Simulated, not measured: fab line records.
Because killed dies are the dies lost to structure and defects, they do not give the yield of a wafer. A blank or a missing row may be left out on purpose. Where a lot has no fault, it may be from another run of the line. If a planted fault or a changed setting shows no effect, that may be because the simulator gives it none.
Which tool is to blame? ; flow sky130 ; Sampling: 24 lots, 72 wafers, 3 of 708 route steps

## WHAT THE GAUGES READ, wafer by wafer
SKY_METAL1_CD_MEAS_15: target cd 140 nm. Usual: cdNm reads 140.4 nm (standard deviation 1.5).
lot;measured;on;cdNm (nm);flag
L074;day 32 21:26;cdSem-02;141.1 140.7 140.6;
L075;day 32 23:13;cdSem-01;143.1 140.7 141.9;
L076;day 33 18:23;cdSem-02;140.3 140.9 142.0;
L077;day 33 20:46;cdSem-02;141.2 141.5 139.8;
L078;day 34 01:32;cdSem-02;140.2 143.0 141.6;
L079;day 33 21:08;cdSem-01;142.9 141.5 141.4;
L080;day 35 03:34;cdSem-01;141.9 142.6 141.7;
L081;day 35 07:58;cdSem-02;142.7 140.1 141.3;
L082;day 35 14:58;cdSem-01;142.7 143.8 144.3;
L084;day 36 04:38;cdSem-01;139.4 140.5 140.0;
L083;day 35 15:34;cdSem-01;139.0 138.3 140.6;
L085;day 35 16:34;cdSem-02;139.5 139.8 139.3;
L086;day 36 22:26;cdSem-01;138.5 139.2 138.3;
L087;day 37 05:14;cdSem-01;139.6 139.9 140.6;
L088;day 37 20:53;cdSem-02;139.5 140.1 141.4;
L089;day 38 01:49;cdSem-02;142.9 140.2 140.0;
L090;day 38 00:10;cdSem-02;139.6 141.2 141.1;
L091;day 38 03:47;cdSem-02;140.4 141.3 141.3;
L092;day 38 07:41;cdSem-02;141.8 140.3 140.6;
L093;day 39 08:10;cdSem-01;139.2 136.9 137.7;
L094;day 39 12:31;cdSem-01;140.2 140.7 140.3;
L095;day 39 12:46;cdSem-02;136.8 139.4 136.9;
L096;day 39 16:01;cdSem-01;139.7 140.1 139.6;
L097;day 39 19:39;cdSem-02;138.9 137.8 138.2;

## EACH LOT AND THE TOOL THAT RAN IT (in order: tool; ch and the chambers of the sampled wafers; start)
lot;SKY_PWDE_STRIP_09;SKY_LI_CONTACT_CVD_21
L074;plasmaAsher-01 ch 0,1, day 4 01:57;cvdW-01 ch 0,1, day 29 06:45
L075;plasmaAsher-04 ch 0,1, day 4 02:08;cvdW-02 ch 0,1, day 29 10:26
L076;plasmaAsher-01 ch 0,1, day 4 06:38;cvdW-02 ch 0,1, day 30 10:25
L077;plasmaAsher-03 ch 0, day 4 12:34;cvdW-02 ch 1, day 30 12:02
L078;plasmaAsher-01 ch 0,1, day 4 18:01;cvdW-01 ch 0,1, day 30 13:20
L079;plasmaAsher-04 ch 0,1, day 4 20:25;cvdW-01 ch 0,1, day 30 12:02
L080;plasmaAsher-01 ch 0,1, day 5 04:10;cvdW-01 ch 0, day 31 14:51
L081;plasmaAsher-04 ch 0, day 5 13:16;cvdW-02 ch 0,1, day 31 19:38
L082;plasmaAsher-04 ch 0,1, day 5 22:49;cvdW-02 ch 0,1, day 32 04:01
L084;plasmaAsher-03 ch 0,1, day 6 00:40;cvdW-01 ch 0,1, day 32 17:42
L083;plasmaAsher-04 ch 1, day 6 01:58;cvdW-02 ch 0,1, day 32 04:34
L085;plasmaAsher-03 ch 0,1, day 6 07:58;cvdW-01 ch 1, day 32 06:36
L086;plasmaAsher-01 ch 0,1, day 6 16:06;cvdW-01 ch 0,1, day 33 11:56
L087;plasmaAsher-01 ch 0,1, day 6 21:46;cvdW-02 ch 0,1, day 33 18:18
L088;plasmaAsher-01 ch 0,1, day 7 07:16;cvdW-01 ch 0,1, day 34 10:41
L089;plasmaAsher-01 ch 0,1, day 7 11:48;cvdW-02 ch 0,1, day 34 15:38
L090;plasmaAsher-03 ch 0,1, day 7 16:25;cvdW-01 ch 0,1, day 34 15:11
L091;plasmaAsher-04 ch 0,1, day 7 20:32;cvdW-01 ch 0,1, day 34 18:44
L092;plasmaAsher-03 ch 0,1, day 8 02:10;cvdW-02 ch 0,1, day 34 22:00
L093;plasmaAsher-01 ch 0, day 8 07:59;cvdW-01 ch 1, day 36 00:24
L094;plasmaAsher-01 ch 1, day 8 18:25;cvdW-02 ch 0,1, day 36 04:39
L095;plasmaAsher-01 ch 0,1, day 8 23:13;cvdW-02 ch 1, day 36 06:03
L096;plasmaAsher-03 ch 0, day 9 03:01;cvdW-01 ch 0, day 36 09:33
L097;plasmaAsher-03 ch 0, day 9 06:13;cvdW-02 ch 0,1, day 36 10:49
- SKY_PWDE_STRIP_09: strips in O2/N2.
- SKY_LI_CONTACT_CVD_21: deposits W, target thk 400 nm, time 120.56 s.

## AS READ BY THE TOOLS THEMSELVES (means over the sampled wafers that have a number; for cases with no such wafer, the mark the record gives instead)
SKY_PWDE_STRIP_09. Usual: drypumpMotorCurrentA 5.4 A, standard deviation 0.38; oesProductAu 0.722 a.u., standard deviation 0.0047; stripTimeToEndpointS 36.92 s, standard deviation 0.092.
lot;tool;drypumpMotorCurrentA (A);oesProductAu (a.u.);stripTimeToEndpointS (s);flag
L074;plasmaAsher-01;5.1;0.722;36.90;
L075;plasmaAsher-04;5.3;0.724;36.94;
L076;plasmaAsher-01;5.2;0.721;37.07;
L077;plasmaAsher-03;5.0;0.724;36.86;
L078;plasmaAsher-01;5.2;0.724;36.95;
L079;plasmaAsher-04;5.5;0.722;37.05;
L080;plasmaAsher-01;5.4;0.722;36.73;
L081;plasmaAsher-04;5.6;0.723;36.96;
L082;plasmaAsher-04;5.4;0.721;36.86;
L084;plasmaAsher-03;5.6;0.723;36.89;
L083;plasmaAsher-04;5.1;0.721;36.94;
L085;plasmaAsher-03;5.3;0.721;36.83;
L086;plasmaAsher-01;5.2;0.724;36.99;
L087;plasmaAsher-01;5.4;0.724;37.00;
L088;plasmaAsher-01;5.2;0.720;37.00;
L089;plasmaAsher-01;5.4;0.721;36.87;
L090;plasmaAsher-03;5.3;0.720;36.83;
L091;plasmaAsher-04;5.3;0.722;36.87;
L092;plasmaAsher-03;5.6;0.721;37.00;
L093;plasmaAsher-01;4.9;0.720;36.80;
L094;plasmaAsher-01;5.7;0.719;36.97;
L095;plasmaAsher-01;5.4;0.723;36.82;
L096;plasmaAsher-03;5.0;0.718;36.84;
L097;plasmaAsher-03;5.0;0.720;37.01;

SKY_LI_CONTACT_CVD_21. Usual: heaterPowerW reads 849 W (standard deviation 23).
lot;tool;heaterPowerW (W);flag
L074;cvdW-01;851;
L075;cvdW-02;839;
L076;cvdW-02;853;
L077;cvdW-02;831;
L078;cvdW-01;841;
L079;cvdW-01;866;
L080;cvdW-01;819;
L081;cvdW-02;847;
L082;cvdW-02;837;
L084;cvdW-01;853;
L083;cvdW-02;841;
L085;cvdW-01;869;
L086;cvdW-01;849;
L087;cvdW-02;838;
L088;cvdW-01;850;
L089;cvdW-02;835;
L090;cvdW-01;872;
L091;cvdW-01;854;
L092;cvdW-02;866;
L093;cvdW-01;874;
L094;cvdW-02;854;
L095;cvdW-02;837;
L096;cvdW-01;822;
L097;cvdW-02;850;

## THE ANSWER, worked out from the rows above alone
Rule: lot off if the mean of its wafers having a number is beyond 3 standard deviations from the usual mean. Also off: a lot with no number at a reading for which 4 or more lots have one. Where the step has rows for the other lots, those lots are counted as sound. Order of review: gauges by route order, followed by the tools' own readings, for which a lot's mean as printed above is used. The first step at which some lot is off is used, and at that step the reading that is off furthest; a lot without a number counts as furthest.
Nothing can be told from this: no lot is off at any reading shown.

## WHAT THE SIMULATOR PUT IN
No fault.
